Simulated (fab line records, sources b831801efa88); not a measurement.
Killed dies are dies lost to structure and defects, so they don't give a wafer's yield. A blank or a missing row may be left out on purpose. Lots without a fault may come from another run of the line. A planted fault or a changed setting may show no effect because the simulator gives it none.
Problem report in the 8D (eight disciplines) form, filled by code | flow sky130 | the parts of the form that need people (team, actions taken, sign-off) are left out

1. THE PROBLEM
end_station_pressure_torr at SKY_VT_ADJUST_PCH_IMPLANT_08 reads a mean of 6.83e-05 Torr on 6 wafers of 2 lots; wafers without a fault read 4.97e-06 Torr with a standard deviation of 2.7e-07. That is +99 or more standard deviations from the usual mean.
First seen on wafer L507.3, day 14 06:35, on implanter-03. The record holds 18 wafers of 6 lots with a number at this step. Rule for "out", or "out of limits": more than 4 standard deviations from the usual mean. The other wafers with a number count as sound.

2. WHAT IT IS AND WHAT IT IS NOT
question                    | is                                                       | is not
which readings at this step | end_station_pressure_torr, beam_on_s, faraday_current_uA | beam_energy_keV
which lots                  | L507, L508                                               | L500, L503, L516, L518
which wafers of those lots  | all that have a number                                   | -
read on which tools         | implanter-03                                             | implanter-01, implanter-02
when                        | from day 14 06:35                                        | up to then (6 sound wafers); but 6 sound wafers of L516, L518 came after

3. SUSPECTS, AND WHAT RULES EACH OUT
Counting: a tool at a process step up to the reading stays a suspect if it ran every lot that is out and no sound lot after the first of them.
- implanter-03 at SKY_VT_ADJUST_PCH_IMPLANT_08: kept. It ran every lot that is out, first L507 (day 14 06:35), and no sound lot after that; its last sound lot up to then is L500 (day 11 23:46). Its own readings are out on those wafers: beam_on_s, end_station_pressure_torr, faraday_current_uA.
Left after counting: implanter-03 at SKY_VT_ADJUST_PCH_IMPLANT_08.

4. THE CAUSE (what the simulator had put in)
Process parameter drift: implanter-03, from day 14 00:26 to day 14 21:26, at SKY_VT_ADJUST_PCH_IMPLANT_08. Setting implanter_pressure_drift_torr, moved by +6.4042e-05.
Process parameter drift: implanter-03, from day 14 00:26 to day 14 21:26, at SKY_VT_ADJUST_PCH_IMPLANT_08. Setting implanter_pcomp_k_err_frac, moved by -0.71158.
Counting left only this tool.

5. THE CHAIN OF EFFECTS, in route order
Each row: a reading whose mean over the struck wafers that have a number lies more than 3 standard deviations from the usual. Only readings for which the record gives a usual standard deviation are gone through. hours: the time from each lot's start at the first step in this table that gives one to its start at this step, as a median over the lots. sigmas: the change in usual standard deviations.
hours | step                         | reading                   | usual         | on struck wafers | change    | sigmas
0     | SKY_VT_ADJUST_PCH_IMPLANT_08 | beam_on_s                 | 10.01 s       | 11.08            | +1.07     | +5.3
0     | SKY_VT_ADJUST_PCH_IMPLANT_08 | end_station_pressure_torr | 4.97e-06 Torr | 6.83e-05         | +6.33e-05 | +99 or more
0     | SKY_VT_ADJUST_PCH_IMPLANT_08 | faraday_current_uA        | 2.81          | 2.47             | -0.34     | -6.2
The process steps in it:
- SKY_VT_ADJUST_PCH_IMPLANT_08

6. WHAT WOULD HAVE CAUGHT IT SOONER
In this record the first reading out of limits was taken at day 14 06:35, 6 hours after the fault began at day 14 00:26.
